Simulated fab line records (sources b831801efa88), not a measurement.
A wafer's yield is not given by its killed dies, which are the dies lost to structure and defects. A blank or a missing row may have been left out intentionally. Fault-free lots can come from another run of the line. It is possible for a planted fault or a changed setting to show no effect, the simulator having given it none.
Which tool is to blame? | flow gf180mcu | 13 lots with 39 wafers sampled at 6 steps, on a route of 602 steps

## WHAT THE GAUGES SHOWED, per wafer
GF_HV_LDD_THK_MEAS_55. Usual: HV_LDD_CVD_54_THK 9.97 nm, standard deviation 0.13.
lot  | measured     | on            | HV_LDD_CVD_54_THK (nm) | flag
L308 | day 12 23:51 | film-metro-03 | 9.98 9.93 9.87         |
L309 | day 13 06:34 | film-metro-03 | 10.02 10.01 10.10      |
L312 | day 14 14:12 | film-metro-01 | 10.00 9.94 10.01       |
L313 | day 14 23:10 | film-metro-01 | 9.90 9.97 9.98         |
L314 | day 15 04:08 | film-metro-01 | 9.88 9.80 9.81         |
L315 | day 15 10:58 | film-metro-04 | 10.00 9.96 10.04       |
L316 | day 15 15:38 | film-metro-01 | 10.20 10.08 10.04      |
L317 | day 16 05:42 | film-metro-03 | 9.75 9.79 9.66         |
L319 | day 16 20:48 | film-metro-04 | 10.01 10.09 10.04      |
L320 | day 17 02:50 | film-metro-01 | 9.97 9.82 9.88         |
L323 | day 18 02:41 | film-metro-04 | 10.18 10.31 10.24      |
L326 | day 19 01:13 | film-metro-04 | 10.05 10.13 10.08      |
L329 | day 20 06:49 | film-metro-03 | 9.94 9.89 9.91         |

GF_PSD_OVL_MEAS_08. Usual: PSD_OVL 0.4 nm, standard deviation 1.4.
lot  | measured     | on         | PSD_OVL (nm)   | flag
L308 | day 14 20:35 | overlay-02 | 2.0 3.5 2.8    |
L309 | day 15 02:48 | overlay-02 | 2.6 0.2 0.8    |
L312 | day 16 12:06 | overlay-01 | -1.9 -0.5 -2.0 |
L313 | day 16 20:23 | overlay-02 | -1.0 0.8 0.0   |
L314 | day 17 02:20 | overlay-01 | 1.3 1.2 0.8    |
L315 | day 17 08:51 | overlay-01 | -0.4 1.3 1.1   |
L316 | day 17 14:05 | overlay-01 | 0.2 -0.8 -1.0  |
L317 | day 18 05:26 | overlay-01 | -0.1 -0.7 -0.2 |
L319 | day 18 20:14 | overlay-01 | 0.0 0.2 -0.5   |
L320 | day 19 03:38 | overlay-01 | 2.0 1.0 -1.3   |
L323 | day 20 04:47 | overlay-02 | 2.5 0.7 0.7    |
L326 | day 21 02:20 | overlay-02 | 0.8 -0.4 0.2   |
L329 | day 22 08:59 | overlay-01 | -0.1 -0.2 0.0  |

GF_PSD_TW_MEAS_11. Usual: PSD_TW 3180, standard deviation 39.
lot  | measured     | on            | PSD_TW         | flag
L308 | day 14 20:53 | film-metro-04 | 3141 3158 3161 |
L309 | day 15 03:05 | film-metro-04 | 3160 3154 3160 |
L312 | day 16 12:26 | film-metro-04 | 3145 3141 3162 |
L313 | day 16 20:40 | film-metro-04 | 3153 3172 3147 |
L314 | day 17 02:37 | film-metro-01 | 3117 3118 3133 |
L315 | day 17 09:08 | film-metro-02 | 3201 3214 3220 |
L316 | day 17 14:23 | film-metro-02 | 3216 3233 3225 |
L317 | day 18 05:43 | film-metro-02 | 3251 3239 3223 |
L319 | day 18 20:31 | film-metro-02 | 3223 3228 3224 |
L320 | day 19 03:55 | film-metro-02 | 3206 3228 3192 |
L323 | day 20 05:05 | film-metro-04 | 3154 3157 3153 |
L326 | day 21 02:37 | film-metro-02 | 3216 3208 3223 |
L329 | day 22 09:16 | film-metro-04 | 3179 3167 3152 |

GF_PSD_RS_MEAS_14: the measuring method here is four-point-probe. Usual: NSD_RS 46.13 ohm/sq, standard deviation 0.086.
lot  | measured     | on            | NSD_RS (ohm/sq)   | flag
L308 | day 14 21:04 | film-metro-01 | 46.12 46.09 46.12 |
L309 | day 15 03:17 | film-metro-04 | 46.17 46.15 46.19 |
L312 | day 16 12:38 | film-metro-01 | 46.13 46.08 46.08 |
L313 | day 16 20:53 | film-metro-02 | 46.03 46.09 46.17 |
L314 | day 17 02:50 | film-metro-02 | 46.25 46.17 46.15 |
L315 | day 17 09:21 | film-metro-01 | 46.17 46.03 46.08 |
L316 | day 17 14:34 | film-metro-04 | 45.99 46.10 46.22 |
L317 | day 18 05:56 | film-metro-01 | 46.06 46.07 46.15 |
L319 | day 18 20:43 | film-metro-01 | 46.02 46.07 45.99 |
L320 | day 19 04:07 | film-metro-01 | 44.11 43.94 44.18 | OFF
L323 | day 20 05:18 | film-metro-02 | 44.15 44.16 44.06 | OFF
L326 | day 21 02:50 | film-metro-04 | 46.35 46.34 46.20 |
L329 | day 22 09:28 | film-metro-04 | 46.19 46.18 46.10 |

GF_PSD_RS_MEAS_15: the measuring method here is four-point-probe. Usual: PSD_RS 108.57 ohm/sq, standard deviation 0.27.
lot  | measured     | on            | PSD_RS (ohm/sq)      | flag
L308 | day 14 21:11 | film-metro-01 | 108.65 108.85 108.32 |
L309 | day 15 03:25 | film-metro-04 | 108.65 108.47 108.90 |
L312 | day 16 12:46 | film-metro-01 | 108.64 108.69 108.47 |
L313 | day 16 21:00 | film-metro-02 | 108.63 108.84 108.69 |
L314 | day 17 02:57 | film-metro-02 | 108.53 108.88 108.70 |
L315 | day 17 09:28 | film-metro-01 | 108.21 108.29 108.21 |
L316 | day 17 14:41 | film-metro-04 | 108.37 108.67 108.64 |
L317 | day 18 06:03 | film-metro-01 | 108.28 108.29 108.62 |
L319 | day 18 20:50 | film-metro-01 | 108.17 108.25 108.14 |
L320 | day 19 04:14 | film-metro-01 | 102.01 102.11 101.89 | OFF
L323 | day 20 05:25 | film-metro-02 | 101.79 102.19 101.83 | OFF
L326 | day 21 02:57 | film-metro-04 | 109.26 108.93 109.27 |
L329 | day 22 09:35 | film-metro-04 | 108.65 108.91 108.55 |

## WHAT TOOL EACH LOT RAN ON (gives the tool, then ch and the chambers of the sampled wafers, and finally the start)
lot  | GF_PSD_RTA_13
L308 | rtp-anneal-02 ch 0, day 14 20:59
L309 | rtp-anneal-01 ch 0, day 15 03:12
L312 | rtp-anneal-02 ch 0, day 16 12:33
L313 | rtp-anneal-02 ch 0, day 16 20:47
L314 | rtp-anneal-02 ch 0, day 17 02:44
L315 | rtp-anneal-02 ch 0, day 17 09:16
L316 | rtp-anneal-02 ch 0, day 17 14:29
L317 | rtp-anneal-01 ch 0, day 18 05:50
L319 | rtp-anneal-01 ch 0, day 18 20:38
L320 | rtp-anneal-02 ch 0, day 19 04:01
L323 | rtp-anneal-02 ch 0, day 20 05:13
L326 | rtp-anneal-01 ch 0, day 21 02:44
L329 | rtp-anneal-01 ch 0, day 22 09:22
- GF_PSD_RTA_13: time 20 s.

## WHAT THE TOOLS THEMSELVES READ (means of the sampled wafers that have a number; where no wafer has one, the mark that the record gives instead)
GF_PSD_RTA_13. Usual: chamber-o2-ppm 2.001, standard deviation 0.02; lamp-power-pct 31.3 %, standard deviation 1; wafer_temp_C_max 1029.6, standard deviation 1.3.
lot  | tool          | chamber-o2-ppm | lamp-power-pct (%) | wafer_temp_C_max | flag
L308 | rtp-anneal-02 | 2.008          | 30.3               | 1028.1           |
L309 | rtp-anneal-01 | 2.023          | 32.3               | 1030.4           |
L312 | rtp-anneal-02 | 1.980          | 30.3               | 1029.8           |
L313 | rtp-anneal-02 | 2.014          | 30.3               | 1029.5           |
L314 | rtp-anneal-02 | 2.000          | 30.3               | 1028.7           |
L315 | rtp-anneal-02 | 2.002          | 30.3               | 1028.5           |
L316 | rtp-anneal-02 | 2.002          | 30.3               | 1028.4           |
L317 | rtp-anneal-01 | 1.986          | 32.3               | 1029.7           |
L319 | rtp-anneal-01 | 2.006          | 32.4               | 1030.2           |
L320 | rtp-anneal-02 | 1.978          | 31.5               | 1029.6           |
L323 | rtp-anneal-02 | 1.972          | 31.5               | 1028.2           |
L326 | rtp-anneal-01 | 1.983          | 32.3               | 1029.8           |
L329 | rtp-anneal-01 | 2.014          | 32.3               | 1029.6           |

## THE ANSWER, worked out from the rows above alone
Rule: lot off if the mean of its wafers having a number is beyond 3 standard deviations from the usual mean. A lot without any number at a reading at which 4 lots or more have one is off too. Any other lot the step has rows for is counted as sound. Order of review: gauges by route order, followed by the tools' own readings, for which a lot's mean as printed above is used. At the first step where some lot is off, the reading lying furthest off is the one used; lots without a number count as furthest.
Off: L320, L323, seen at GF_PSD_RS_MEAS_14 (NSD_RS).
A tool fits if, at a process step before that reading, it ran every lot that is off, and no sound lot after the first of them. The gauges at GF_PSD_RS_MEAS_14 are tried like those tools. One candidate fits, namely rtp-anneal-02 at GF_PSD_RTA_13. A fault onset in the window from L316 (day 17 14:29, its last sound lot) to L320 (day 19 04:01, its first lot off) fits.

## WHAT HAD BEEN PUT IN BY THE SIMULATOR
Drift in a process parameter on rtp-anneal-02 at GF_PSD_RTA_13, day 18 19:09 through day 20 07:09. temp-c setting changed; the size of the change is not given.
Struck lots among those shown: L320, L323. The rule given above showed the same thing.
